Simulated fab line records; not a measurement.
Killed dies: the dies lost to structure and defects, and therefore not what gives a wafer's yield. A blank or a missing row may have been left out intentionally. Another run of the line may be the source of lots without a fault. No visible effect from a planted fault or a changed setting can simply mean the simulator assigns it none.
Which tool was responsible? | flow sfqLine | 14 lots, 40 wafers sampled, at 1 step of a route of 325

WHAT THE GAUGES READ, wafer by wafer
The record holds no reading of a measuring or inspecting step that can be judged against a usual standard deviation.

EACH LOT AND THE TOOL THAT RAN IT (in order: tool; ch and the chambers of the sampled wafers; start)
lot  | SFQ_TRILAYER_R5_ETCH_METAL_ETCH_139
L388 | rieMetal-02 ch 0,1, day 58 00:18
L389 | rieMetal-02 ch 0,1, day 58 06:18
L390 | rieMetal-01 ch 0,1, day 58 12:01
L391 | rieMetal-02 ch 0,1, day 58 15:37
L392 | rieMetal-01 ch 0,1, day 58 16:49
L393 | rieMetal-01 ch 0, day 59 01:17
L394 | rieMetal-03 ch 0,1, day 59 02:52
L395 | rieMetal-03 ch 0,1, day 59 05:16
L396 | rieMetal-03 ch 0,1, day 59 18:26
L397 | rieMetal-03 ch 0,1, day 60 19:41
L398 | rieMetal-03 ch 0,1, day 61 09:31
L399 | rieMetal-03 ch 0, day 61 11:52
L410 | rieMetal-02 ch 1, day 63 08:31
L411 | rieMetal-01 ch 0,1, day 64 15:31
- SFQ_TRILAYER_R5_ETCH_METAL_ETCH_139: etches the open film in Cl2, stops on SiO2, target depth 60 nm, time 40 s.

AS READ BY THE TOOLS THEMSELVES (means over the sampled wafers that have a number; for cases with no such wafer, the mark the record gives instead)
SFQ_TRILAYER_R5_ETCH_METAL_ETCH_139.
lot  | tool        | drypumpMotorCurrentA (A) | oesProductAu (a.u.)
L388 | rieMetal-02 | 5.7                      | 0.994
L389 | rieMetal-02 | 5.7                      | 0.997
L390 | rieMetal-01 | 5.4                      | 0.993
L391 | rieMetal-02 | 5.9                      | 0.994
L392 | rieMetal-01 | 5.5                      | 0.997
L393 | rieMetal-01 | 5.6                      | 0.993
L394 | rieMetal-03 | 6.3                      | 0.987
L395 | rieMetal-03 | 6.5                      | 0.989
L396 | rieMetal-03 | 6.5                      | 0.995
L397 | rieMetal-03 | 6.4                      | 0.878
L398 | rieMetal-03 | 6.4                      | 0.821
L399 | rieMetal-03 | 6.2                      | 0.909
L410 | rieMetal-02 | 6.2                      | 0.995
L411 | rieMetal-01 | 5.4                      | 0.989

THE ANSWER, worked out from the rows above alone
Rule: what is usual is taken from the lots themselves. The widest of any qualifying gaps counts: lots, ordered by their means at a reading, are off when they make up no more than a third of the lots, leave a main group of 4 or more, and stand apart from it by 3 or more times the standard deviation of that group's means. A main group whose means are all the same, to the digits that the tables above print for the reading, isn't used. A lot without any number at a reading at which 4 lots or more have one is off too. Any other lot the step has rows for is counted as sound. First the gauges in route order, then the tools' own readings, where a lot's mean is used as printed above. The first step at which some lot is off is used, and at that step the reading that is off furthest; a lot without a number counts as furthest.
Off: L397, L398, L399, at SFQ_TRILAYER_R5_ETCH_METAL_ETCH_139 (oesProductAu). Mean 0.993 a.u. and standard deviation 0.0032 in the main group.
A tool fits if, at that step or a process step before it, it ran every lot that is off, and no sound lot after the first of them. One fits: rieMetal-03 at SFQ_TRILAYER_R5_ETCH_METAL_ETCH_139. Its last sound lot is L396 (day 59 18:26), its first lot that is off L397 (day 60 19:41): a fault that began between those two fits.
On the lots that are off, the tool's own readings at SFQ_TRILAYER_R5_ETCH_METAL_ETCH_139 differ by more than 5 times the standard deviation of the sound lots' means, which bears it out; oesProductAu reads 0.869 a.u. there versus 0.993 a.u. on the sound lots.

WHAT HAD BEEN PUT IN BY THE SIMULATOR
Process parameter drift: rieMetal-03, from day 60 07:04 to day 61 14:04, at SFQ_TRILAYER_R5_ETCH_METAL_ETCH_139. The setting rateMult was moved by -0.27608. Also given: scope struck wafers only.
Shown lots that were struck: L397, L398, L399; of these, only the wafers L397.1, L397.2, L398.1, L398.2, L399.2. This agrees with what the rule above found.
